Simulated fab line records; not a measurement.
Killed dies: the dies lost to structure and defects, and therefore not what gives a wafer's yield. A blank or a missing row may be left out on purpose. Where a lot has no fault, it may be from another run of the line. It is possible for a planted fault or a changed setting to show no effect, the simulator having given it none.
fab line records :: flow sky130 :: part 2 of 2: steps 22 to 31 of 31
record:
  lots: 5
  wafers: 15
  lastDay: 48
route steps=708 shown METAL4@632 VIA4@639 METAL5@661
lots with no fault: from the same line, run without faults
startH: hours from the record's opening day to when the first of the lot's shown wafers began :: waitH: how many hours have passed since the lot's step before this one :: " same as the row above :: L1.1+2: a row that stands for several wafers :: - either no value or no given start :: * or withheld: withheld :: < > ~ a bound
route shown NAME@n: a module of which the file shows steps, and the number in the route of the first :: usual: mean/standard deviation taken from wafers without a fault :: same: alike in all rows :: chamber/n: place in a boat :: sites: each site's reading :: _std_site: standard deviation of those values :: _edge_site: outer sites' mean less inner sites' :: radiusMm: how far each site lies from the wafer's centre :: mask NAME#n: copy n :: behind: the tool/chamber that last shaped the wafer :: hold: reason for holding the lot/hours on hold/outcome of the hold :: device: which transistor (n, p or np) failed to switch :: end of line: tests run on the same wafers once the route is complete :: a step given without rows: its recipe and nothing more :: killed: count of dies lost to structure and defects at first sort (not the wafer's yield) :: map: the dies of a wafer, with x for killed, . for not killed, _ for no die there
set.NAME: the setting that was run; set.NAME@STEP: the one run at that earlier step :: model.NAME: the simulator's own value behind a step, which no gauge read
a table for each step, a row for each wafer; lots at some steps of the route
services: a tool's chamber out of use, with start hour (startH, from the record's first day; less than 0 if before it), hours out, and reason
== steps ==
step: SKY_VIA4_STRIP_14
recipe:
  chemistry: postEtchResidueRemover
  timeS: 1200
  tempC: 72.5
usual:
  bathHeatDutyPct: 14.4/1.4
same:
  timeS: 1200
lot.wafer: L077.2
tool: wetBench-02
chamber: 2
startH: 1041.07
waitH: 0.1
bathHeatDutyPct: 15.3

lot.wafer: L077.3
tool: wetBench-02
chamber: 2
startH: 1041.07
waitH: 0.1
bathHeatDutyPct: 13.9

lot.wafer: L077.5
tool: wetBench-02
chamber: 2
startH: 1041.07
waitH: 0.1
bathHeatDutyPct: 14.5

lot.wafer: L078.1
tool: wetBench-04
chamber: 0
startH: 1048.47
waitH: 0.1
bathHeatDutyPct: 14.3

lot.wafer: L078.2
tool: wetBench-04
chamber: 0
startH: 1048.47
waitH: 0.1
bathHeatDutyPct: 14.3

lot.wafer: L078.4
tool: wetBench-04
chamber: 0
startH: 1048.47
waitH: 0.1
bathHeatDutyPct: 13.6

lot.wafer: L080.3
tool: wetBench-04
chamber: 1
startH: 1064.67
waitH: 0.0
bathHeatDutyPct: 14.0

lot.wafer: L080.4
tool: wetBench-04
chamber: 1
startH: 1064.67
waitH: 0.0
bathHeatDutyPct: 12.7

lot.wafer: L080.5
tool: wetBench-04
chamber: 1
startH: 1064.67
waitH: 0.0
bathHeatDutyPct: 14.4

lot.wafer: L081.3
tool: wetBench-03
chamber: 3
startH: 1071.59
waitH: 0.0
bathHeatDutyPct: 15.9

lot.wafer: L081.5
tool: wetBench-03
chamber: 3
startH: 1071.59
waitH: 0.0
bathHeatDutyPct: 15.2

lot.wafer: L081.6
tool: wetBench-03
chamber: 3
startH: 1071.59
waitH: 0.0
bathHeatDutyPct: 15.8

lot.wafer: L087.1
tool: wetBench-04
chamber: 2
startH: 1100.26
waitH: 0.1
bathHeatDutyPct: 14.1

lot.wafer: L087.2
tool: wetBench-04
chamber: 2
startH: 1100.26
waitH: 0.1
bathHeatDutyPct: 13.4

lot.wafer: L087.3
tool: wetBench-04
chamber: 2
startH: 1100.26
waitH: 0.1
bathHeatDutyPct: 15.1
step: SKY_VIA4_CLEAN_15
recipe:
  chemistry: IPA
  timeS: 180
  tempC: 25
usual:
  bathHeatDutyPct: 6.3/0.69
same:
  timeS: 180
lot.wafer: L077.2
tool: wetBench-04
chamber: 3
startH: 1041.44
waitH: 0.0
bathHeatDutyPct: 4.3

lot.wafer: L077.3
tool: wetBench-04
chamber: 3
startH: 1041.44
waitH: 0.0
bathHeatDutyPct: 5.0

lot.wafer: L077.5
tool: wetBench-04
chamber: 3
startH: 1041.44
waitH: 0.0
bathHeatDutyPct: 5.3

lot.wafer: L078.1
tool: wetBench-02
chamber: 0
startH: 1048.81
waitH: 0.0
bathHeatDutyPct: 6.1

lot.wafer: L078.2
tool: wetBench-02
chamber: 0
startH: 1048.81
waitH: 0.0
bathHeatDutyPct: 6.3

lot.wafer: L078.4
tool: wetBench-02
chamber: 0
startH: 1048.81
waitH: 0.0
bathHeatDutyPct: 6.1

lot.wafer: L080.3
tool: wetBench-02
chamber: 2
startH: 1065.01
waitH: 0.0
bathHeatDutyPct: 5.9

lot.wafer: L080.4
tool: wetBench-02
chamber: 2
startH: 1065.01
waitH: 0.0
bathHeatDutyPct: 6.2

lot.wafer: L080.5
tool: wetBench-02
chamber: 2
startH: 1065.01
waitH: 0.0
bathHeatDutyPct: 6.8

lot.wafer: L081.3
tool: wetBench-04
chamber: 1
startH: 1071.97
waitH: 0.0
bathHeatDutyPct: 6.7

lot.wafer: L081.5
tool: wetBench-04
chamber: 1
startH: 1071.97
waitH: 0.0
bathHeatDutyPct: 5.9

lot.wafer: L081.6
tool: wetBench-04
chamber: 1
startH: 1071.97
waitH: 0.0
bathHeatDutyPct: 6.4

lot.wafer: L087.1
tool: wetBench-03
chamber: 2
startH: 1100.60
waitH: 0.0
bathHeatDutyPct: 7.6

lot.wafer: L087.2
tool: wetBench-03
chamber: 2
startH: 1100.60
waitH: 0.0
bathHeatDutyPct: 6.1

lot.wafer: L087.3
tool: wetBench-03
chamber: 2
startH: 1100.60
waitH: 0.0
bathHeatDutyPct: 6.2
step: SKY_VIA4_CLEAN_16
recipe:
  chemistry: O3/DIW
  dry: n2Spin
lot.wafer: L077.2+3+5
tool: wetBench-02
chamber: 2
startH: 1041.50
waitH: 0.0

lot.wafer: L078.1+2+4
tool: wetBench-03
chamber: 0
startH: 1048.87
waitH: 0.0

lot.wafer: L080.3+4+5
tool: wetBench-04
chamber: 2
startH: 1065.07
waitH: 0.0

lot.wafer: L081.3+5+6
tool: wetBench-03
chamber: 0
startH: 1072.03
waitH: 0.0

lot.wafer: L087.1+2+3
tool: wetBench-04
chamber: 3
startH: 1100.66
waitH: 0.0
step: SKY_VIA4_SPUTTER_17
recipe:
  material: TiN
  targetThkNm: 20
  chamberPressurePa: 5
  powerW: 4000
  timeS: 80
usual:
  throttleValvePct: 30.2/0.69
same:
  timeS: 80
lot.wafer: L077.2
tool: pvdSputter-04
chamber: -
startH: 1041.60
waitH: 0.0
throttleValvePct: 29.8

lot.wafer: L077.3
tool: pvdSputter-04
chamber: -
startH: 1041.60
waitH: 0.0
throttleValvePct: 29.1

lot.wafer: L077.5
tool: pvdSputter-04
chamber: -
startH: 1041.60
waitH: 0.0
throttleValvePct: 28.9

lot.wafer: L078.1
tool: pvdSputter-04
chamber: -
startH: 1048.96
waitH: 0.0
throttleValvePct: 30.8

lot.wafer: L078.2
tool: pvdSputter-04
chamber: -
startH: 1048.96
waitH: 0.0
throttleValvePct: 29.1

lot.wafer: L078.4
tool: pvdSputter-04
chamber: -
startH: 1048.96
waitH: 0.0
throttleValvePct: 30.4

lot.wafer: L080.3
tool: pvdSputter-03
chamber: -
startH: 1065.16
waitH: 0.0
throttleValvePct: 30.1

lot.wafer: L080.4
tool: pvdSputter-03
chamber: -
startH: 1065.16
waitH: 0.0
throttleValvePct: 28.8

lot.wafer: L080.5
tool: pvdSputter-03
chamber: -
startH: 1065.16
waitH: 0.0
throttleValvePct: 31.4

lot.wafer: L081.3
tool: pvdSputter-04
chamber: -
startH: 1072.13
waitH: 0.0
throttleValvePct: 30.7

lot.wafer: L081.5
tool: pvdSputter-04
chamber: -
startH: 1072.13
waitH: 0.0
throttleValvePct: 29.8

lot.wafer: L081.6
tool: pvdSputter-04
chamber: -
startH: 1072.13
waitH: 0.0
throttleValvePct: 30.6

lot.wafer: L087.1
tool: pvdSputter-01
chamber: -
startH: 1100.75
waitH: 0.0
throttleValvePct: 30.5

lot.wafer: L087.2
tool: pvdSputter-01
chamber: -
startH: 1100.75
waitH: 0.0
throttleValvePct: 30.4

lot.wafer: L087.3
tool: pvdSputter-01
chamber: -
startH: 1100.75
waitH: 0.0
throttleValvePct: 29.8
step: SKY_VIA4_CVD_18
recipe:
  material: W
  targetThkNm: 505
  timeS: 152.14
  tempC: 400
  pressureTorr: 40
usual:
  heaterPowerW: 867/60
  susceptorTempC: 399.99/0.2
same:
  timeS: 152.14
lot.wafer: L077.2
tool: cvdW-01
chamber: 1
startH: 1041.66
waitH: 0.0
heaterPowerW: 909
susceptorTempC: 399.88

lot.wafer: L077.3
tool: cvdW-01
chamber: 0
startH: 1041.66
waitH: 0.0
heaterPowerW: 901
susceptorTempC: 400.13

lot.wafer: L077.5
tool: cvdW-01
chamber: 0
startH: 1041.66
waitH: 0.0
heaterPowerW: 903
susceptorTempC: 399.98

lot.wafer: L078.1
tool: cvdW-01
chamber: 0
startH: 1049.02
waitH: 0.0
heaterPowerW: 911
susceptorTempC: 400.19

lot.wafer: L078.2
tool: cvdW-01
chamber: 1
startH: 1049.02
waitH: 0.0
heaterPowerW: 876
susceptorTempC: 400.15

lot.wafer: L078.4
tool: cvdW-01
chamber: 1
startH: 1049.02
waitH: 0.0
heaterPowerW: 920
susceptorTempC: 400.03

lot.wafer: L080.3
tool: cvdW-01
chamber: 1
startH: 1065.27
waitH: 0.1
heaterPowerW: 905
susceptorTempC: 399.91

lot.wafer: L080.4
tool: cvdW-01
chamber: 0
startH: 1065.27
waitH: 0.1
heaterPowerW: 914
susceptorTempC: 400.02

lot.wafer: L080.5
tool: cvdW-01
chamber: 0
startH: 1065.27
waitH: 0.1
heaterPowerW: 914
susceptorTempC: 399.66

lot.wafer: L081.3
tool: cvdW-01
chamber: 1
startH: 1072.24
waitH: 0.1
heaterPowerW: 905
susceptorTempC: 399.96

lot.wafer: L081.5
tool: cvdW-01
chamber: 0
startH: 1072.24
waitH: 0.1
heaterPowerW: 896
susceptorTempC: 400.28

lot.wafer: L081.6
tool: cvdW-01
chamber: 1
startH: 1072.24
waitH: 0.1
heaterPowerW: 908
susceptorTempC: 400.00

lot.wafer: L087.1
tool: cvdW-02
chamber: 0
startH: 1100.81
waitH: 0.0
heaterPowerW: 766
susceptorTempC: 400.20

lot.wafer: L087.2
tool: cvdW-02
chamber: 1
startH: 1100.81
waitH: 0.0
heaterPowerW: 897
susceptorTempC: 399.98

lot.wafer: L087.3
tool: cvdW-02
chamber: 0
startH: 1100.81
waitH: 0.0
heaterPowerW: 773
susceptorTempC: 400.20
step: SKY_VIA4_RS_MEAS_19
recipe:
  thkMeasGauge: four-point-probe
  reads: W_of_VIA4_CVD_18+TiN_of_VIA4_SPUTTER_17
usual:
  VIA4_W_RS: 0.2274/0.0022
lot.wafer: L077.2
tool: filmMetro-01
chamber: -
startH: 1041.84
waitH: 0.1
VIA4_W_RS[ohm/sq]: 0.2274

lot.wafer: L077.3
tool: filmMetro-01
chamber: -
startH: 1041.84
waitH: 0.1
VIA4_W_RS[ohm/sq]: 0.2284

lot.wafer: L077.5
tool: filmMetro-01
chamber: -
startH: 1041.84
waitH: 0.1
VIA4_W_RS[ohm/sq]: 0.2252

lot.wafer: L078.1
tool: filmMetro-04
chamber: -
startH: 1049.17
waitH: 0.1
VIA4_W_RS[ohm/sq]: 0.2299

lot.wafer: L078.2
tool: filmMetro-04
chamber: -
startH: 1049.17
waitH: 0.1
VIA4_W_RS[ohm/sq]: 0.2278

lot.wafer: L078.4
tool: filmMetro-04
chamber: -
startH: 1049.17
waitH: 0.1
VIA4_W_RS[ohm/sq]: 0.2293

lot.wafer: L080.3
tool: filmMetro-04
chamber: -
startH: 1065.41
waitH: 0.1
VIA4_W_RS[ohm/sq]: 0.2255

lot.wafer: L080.4
tool: filmMetro-04
chamber: -
startH: 1065.41
waitH: 0.1
VIA4_W_RS[ohm/sq]: 0.2268

lot.wafer: L080.5
tool: filmMetro-04
chamber: -
startH: 1065.41
waitH: 0.1
VIA4_W_RS[ohm/sq]: 0.2264

lot.wafer: L081.3
tool: filmMetro-03
chamber: -
startH: 1072.38
waitH: 0.1
VIA4_W_RS[ohm/sq]: 0.2249

lot.wafer: L081.5
tool: filmMetro-03
chamber: -
startH: 1072.38
waitH: 0.1
VIA4_W_RS[ohm/sq]: 0.2262

lot.wafer: L081.6
tool: filmMetro-03
chamber: -
startH: 1072.38
waitH: 0.1
VIA4_W_RS[ohm/sq]: 0.2252

lot.wafer: L087.1
tool: filmMetro-04
chamber: -
startH: 1100.97
waitH: 0.1
VIA4_W_RS[ohm/sq]: 0.2305

lot.wafer: L087.2
tool: filmMetro-04
chamber: -
startH: 1100.97
waitH: 0.1
VIA4_W_RS[ohm/sq]: 0.2289

lot.wafer: L087.3
tool: filmMetro-04
chamber: -
startH: 1100.97
waitH: 0.1
VIA4_W_RS[ohm/sq]: 0.2295
step: SKY_VIA4_THK_MEAS_20
recipe:
  thkMeasGauge: xrf
  reads: W_of_VIA4_CVD_18
usual:
  VIA4_W_THK: 500/6
lot.wafer: L077.2
tool: filmMetro-01
chamber: -
startH: 1041.95
waitH: 0.1
VIA4_W_THK[nm]: 501

lot.wafer: L077.3
tool: filmMetro-01
chamber: -
startH: 1041.95
waitH: 0.1
VIA4_W_THK[nm]: 496

lot.wafer: L077.5
tool: filmMetro-01
chamber: -
startH: 1041.95
waitH: 0.1
VIA4_W_THK[nm]: 504

lot.wafer: L078.1
tool: filmMetro-04
chamber: -
startH: 1049.29
waitH: 0.1
VIA4_W_THK[nm]: 499

lot.wafer: L078.2
tool: filmMetro-04
chamber: -
startH: 1049.29
waitH: 0.1
VIA4_W_THK[nm]: 503

lot.wafer: L078.4
tool: filmMetro-04
chamber: -
startH: 1049.29
waitH: 0.1
VIA4_W_THK[nm]: 498

lot.wafer: L080.3
tool: filmMetro-04
chamber: -
startH: 1065.51
waitH: 0.1
VIA4_W_THK[nm]: 501

lot.wafer: L080.4
tool: filmMetro-04
chamber: -
startH: 1065.51
waitH: 0.1
VIA4_W_THK[nm]: 502

lot.wafer: L080.5
tool: filmMetro-04
chamber: -
startH: 1065.51
waitH: 0.1
VIA4_W_THK[nm]: 504

lot.wafer: L081.3
tool: filmMetro-03
chamber: -
startH: 1072.48
waitH: 0.1
VIA4_W_THK[nm]: 503

lot.wafer: L081.5
tool: filmMetro-03
chamber: -
startH: 1072.48
waitH: 0.1
VIA4_W_THK[nm]: 502

lot.wafer: L081.6
tool: filmMetro-03
chamber: -
startH: 1072.48
waitH: 0.1
VIA4_W_THK[nm]: 503

lot.wafer: L087.1
tool: filmMetro-04
chamber: -
startH: 1101.09
waitH: 0.1
VIA4_W_THK[nm]: 494

lot.wafer: L087.2
tool: filmMetro-04
chamber: -
startH: 1101.09
waitH: 0.1
VIA4_W_THK[nm]: 497

lot.wafer: L087.3
tool: filmMetro-04
chamber: -
startH: 1101.09
waitH: 0.1
VIA4_W_THK[nm]: 498
step: SKY_VIA4_CMP_21
recipe:
  stopOn: SiO2
  tOverpolishS: 25
  downForcePsi: 3.5
  platenRpm: 60
  targetThkNm: 0
  padVelocityMS: 0.94248
usual:
  motorCurrentA: 10.6/1.4
  overpolishRunS: 24.999/0.0095
  slurryFlowMlMin: 150.0/0.48
  timeToEndpointS: 122/3.4
lot.wafer: L077.2
tool: cmp-01
chamber: 3
startH: 1042.08
waitH: 0.1
motorCurrentA: 9.5
overpolishRunS: 25.002
slurryFlowMlMin: 149.6
timeToEndpointS: 128

lot.wafer: L077.3
tool: cmp-01
chamber: 2
startH: 1042.08
waitH: 0.1
motorCurrentA: 13.2
overpolishRunS: 25.002
slurryFlowMlMin: 149.6
timeToEndpointS: 123

lot.wafer: L077.5
tool: cmp-01
chamber: 0
startH: 1042.08
waitH: 0.1
motorCurrentA: 10.7
overpolishRunS: 24.981
slurryFlowMlMin: 149.8
timeToEndpointS: 125

lot.wafer: L078.2
tool: cmp-02
chamber: 2
startH: 1049.35
waitH: 0.0
motorCurrentA: 9.4
overpolishRunS: 25.015
slurryFlowMlMin: 150.2
timeToEndpointS: 122

lot.wafer: L078.4
tool: cmp-02
chamber: 0
startH: 1049.35
waitH: 0.0
motorCurrentA: 11.1
overpolishRunS: 24.994
slurryFlowMlMin: 150.3
timeToEndpointS: 118

lot.wafer: L078.1
tool: cmp-02
chamber: 1
startH: 1049.35
waitH: 0.0
motorCurrentA: 9.9
overpolishRunS: 25.015
slurryFlowMlMin: 149.9
timeToEndpointS: 114

lot.wafer: L080.4
tool: cmp-02
chamber: 3
startH: 1065.60
waitH: 0.1
motorCurrentA: 11.2
overpolishRunS: 24.974
slurryFlowMlMin: 149.7
timeToEndpointS: 121

lot.wafer: L080.3
tool: cmp-02
chamber: 1
startH: 1065.60
waitH: 0.1
motorCurrentA: 9.9
overpolishRunS: 24.988
slurryFlowMlMin: 149.8
timeToEndpointS: 123

lot.wafer: L080.5
tool: cmp-02
chamber: 3
startH: 1065.60
waitH: 0.1
motorCurrentA: 11.6
overpolishRunS: 24.990
slurryFlowMlMin: 150.4
timeToEndpointS: 123

lot.wafer: L081.3
tool: cmp-02
chamber: 2
startH: 1072.52
waitH: 0.0
motorCurrentA: 9.4
overpolishRunS: 25.000
slurryFlowMlMin: 150.1
timeToEndpointS: 126

lot.wafer: L081.6
tool: cmp-02
chamber: 2
startH: 1072.52
waitH: 0.0
motorCurrentA: 8.9
overpolishRunS: 24.997
slurryFlowMlMin: 150.4
timeToEndpointS: 124

lot.wafer: L081.5
tool: cmp-02
chamber: 3
startH: 1072.52
waitH: 0.0
motorCurrentA: 11.4
overpolishRunS: 24.996
slurryFlowMlMin: 148.9
timeToEndpointS: 127

lot.wafer: L087.3
tool: cmp-01
chamber: 2
startH: 1101.40
waitH: 0.3
motorCurrentA: 13.0
overpolishRunS: 25.013
slurryFlowMlMin: 149.6
timeToEndpointS: 124

lot.wafer: L087.2
tool: cmp-01
chamber: 3
startH: 1101.40
waitH: 0.3
motorCurrentA: 9.9
overpolishRunS: 25.000
slurryFlowMlMin: 150.9
timeToEndpointS: 121

lot.wafer: L087.1
tool: cmp-01
chamber: 0
startH: 1101.40
waitH: 0.3
motorCurrentA: 11.4
overpolishRunS: 24.993
slurryFlowMlMin: 148.9
timeToEndpointS: 117
step: SKY_METAL5_SPUTTER_00
recipe:
  material: Ti
  targetThkNm: 15
  powerW: 3000
  timeS: 10
  chamberPressurePa: 0.4
usual:
  throttleValvePct: 30.5/1.4
same:
  timeS: 10
lot.wafer: L077.2
tool: pvdSputter-04
chamber: -
startH: 1042.38
waitH: 0.2
throttleValvePct: 30.7

lot.wafer: L077.3
tool: pvdSputter-04
chamber: -
startH: 1042.38
waitH: 0.2
throttleValvePct: 30.7

lot.wafer: L077.5
tool: pvdSputter-04
chamber: -
startH: 1042.38
waitH: 0.2
throttleValvePct: 28.9

lot.wafer: L078.1
tool: pvdSputter-03
chamber: -
startH: 1049.65
waitH: 0.1
throttleValvePct: 29.0

lot.wafer: L078.2
tool: pvdSputter-03
chamber: -
startH: 1049.65
waitH: 0.1
throttleValvePct: 31.1

lot.wafer: L078.4
tool: pvdSputter-03
chamber: -
startH: 1049.65
waitH: 0.1
throttleValvePct: 30.7

lot.wafer: L080.3
tool: pvdSputter-02
chamber: -
startH: 1065.85
waitH: 0.1
throttleValvePct: 28.7

lot.wafer: L080.4
tool: pvdSputter-02
chamber: -
startH: 1065.85
waitH: 0.1
throttleValvePct: 33.5

lot.wafer: L080.5
tool: pvdSputter-02
chamber: -
startH: 1065.85
waitH: 0.1
throttleValvePct: 28.6

lot.wafer: L081.3
tool: pvdSputter-02
chamber: -
startH: 1072.82
waitH: 0.2
throttleValvePct: 30.5

lot.wafer: L081.5
tool: pvdSputter-02
chamber: -
startH: 1072.82
waitH: 0.2
throttleValvePct: 28.8

lot.wafer: L081.6
tool: pvdSputter-02
chamber: -
startH: 1072.82
waitH: 0.2
throttleValvePct: 33.6

lot.wafer: L087.1
tool: pvdSputter-02
chamber: -
startH: 1101.70
waitH: 0.1
throttleValvePct: 30.6

lot.wafer: L087.2
tool: pvdSputter-02
chamber: -
startH: 1101.70
waitH: 0.1
throttleValvePct: 33.7

lot.wafer: L087.3
tool: pvdSputter-02
chamber: -
startH: 1101.70
waitH: 0.1
throttleValvePct: 31.8
step: SKY_METAL5_SPUTTER_01
recipe:
  material: TiN
  targetThkNm: 20
  powerW: 6500
  timeS: 16.7
  chamberPressurePa: 0.4
usual:
  throttleValvePct: 30.5/1.3
same:
  timeS: 16.7
lot.wafer: L077.2
tool: pvdSputter-04
chamber: -
startH: 1042.40
waitH: 0.0
throttleValvePct: 30.1

lot.wafer: L077.3
tool: pvdSputter-04
chamber: -
startH: 1042.40
waitH: 0.0
throttleValvePct: 30.8

lot.wafer: L077.5
tool: pvdSputter-04
chamber: -
startH: 1042.40
waitH: 0.0
throttleValvePct: 29.1

lot.wafer: L078.1
tool: pvdSputter-03
chamber: -
startH: 1049.67
waitH: 0.0
throttleValvePct: 28.9

lot.wafer: L078.2
tool: pvdSputter-03
chamber: -
startH: 1049.67
waitH: 0.0
throttleValvePct: 31.1

lot.wafer: L078.4
tool: pvdSputter-03
chamber: -
startH: 1049.67
waitH: 0.0
throttleValvePct: 30.7

lot.wafer: L080.3
tool: pvdSputter-02
chamber: -
startH: 1065.87
waitH: 0.0
throttleValvePct: 28.8

lot.wafer: L080.4
tool: pvdSputter-02
chamber: -
startH: 1065.87
waitH: 0.0
throttleValvePct: 33.4

lot.wafer: L080.5
tool: pvdSputter-02
chamber: -
startH: 1065.87
waitH: 0.0
throttleValvePct: 28.7

lot.wafer: L081.3
tool: pvdSputter-02
chamber: -
startH: 1072.84
waitH: 0.0
throttleValvePct: 30.5

lot.wafer: L081.5
tool: pvdSputter-02
chamber: -
startH: 1072.84
waitH: 0.0
throttleValvePct: 28.6

lot.wafer: L081.6
tool: pvdSputter-02
chamber: -
startH: 1072.84
waitH: 0.0
throttleValvePct: 33.5

lot.wafer: L087.1
tool: pvdSputter-02
chamber: -
startH: 1101.72
waitH: 0.0
throttleValvePct: 30.7

lot.wafer: L087.2
tool: pvdSputter-02
chamber: -
startH: 1101.72
waitH: 0.0
throttleValvePct: 33.6

lot.wafer: L087.3
tool: pvdSputter-02
chamber: -
startH: 1101.72
waitH: 0.0
throttleValvePct: 31.6
== services ==
tool: plasmaAsher-04
chamber: -
startH: 997.25
hours: 2.8
kind: pm

tool: pvdSputter-02
chamber: -
startH: 1001.31
hours: 36.9
kind: repair

tool: rieMetal-03
chamber: 0
startH: 1001.60
hours: 3.1
kind: repair

tool: cmp-01
chamber: -
startH: 1002.88
hours: 1.0
kind: repair

tool: cmp-01
chamber: -
startH: 1006.92
hours: 15.1
kind: pm

tool: wetBench-03
chamber: -
startH: 1017.86
hours: 4.4
kind: pm

tool: cmp-01
chamber: -
startH: 1031.39
hours: 2.3
kind: repair

tool: cmp-02
chamber: -
startH: 1037.34
hours: 0.2
kind: repair

tool: cmp-02
chamber: -
startH: 1040.11
hours: 2.4
kind: repair

tool: rieMetal-01
chamber: 1
startH: 1040.95
hours: 5.8
kind: repair

tool: rieDiel-01
chamber: 1
startH: 1043.82
hours: 1.2
kind: repair

tool: rieMetal-03
chamber: 1
startH: 1048.03
hours: 3.3
kind: repair

tool: plasmaAsher-04
chamber: -
startH: 1055.25
hours: 9.0
kind: pm

tool: pvdSputter-04
chamber: -
startH: 1057.39
hours: 14.6
kind: repair

tool: hdpcvd-02
chamber: 2
startH: 1067.59
hours: 5.0
kind: repair

tool: pvdSputter-03
chamber: -
startH: 1072.37
hours: 1.8
kind: repair

tool: rieMetal-03
chamber: 0
startH: 1073.30
hours: 11.9
kind: repair

tool: pvdSputter-03
chamber: -
startH: 1074.54
hours: 0.5
kind: repair

tool: ilineStepper-02
chamber: -
startH: 1078.56
hours: 2.1
kind: pm

tool: cmp-01
chamber: -
startH: 1084.16
hours: 4.0
kind: pm

tool: rieDiel-01
chamber: -
startH: 1087.73
hours: 0.3
kind: repair

tool: wetBench-04
chamber: -
startH: 1088.43
hours: 0.5
kind: repair

tool: hdpcvd-02
chamber: 2
startH: 1095.39
hours: 5.2
kind: repair

tool: cmp-02
chamber: -
startH: 1099.99
hours: 6.8
kind: pm
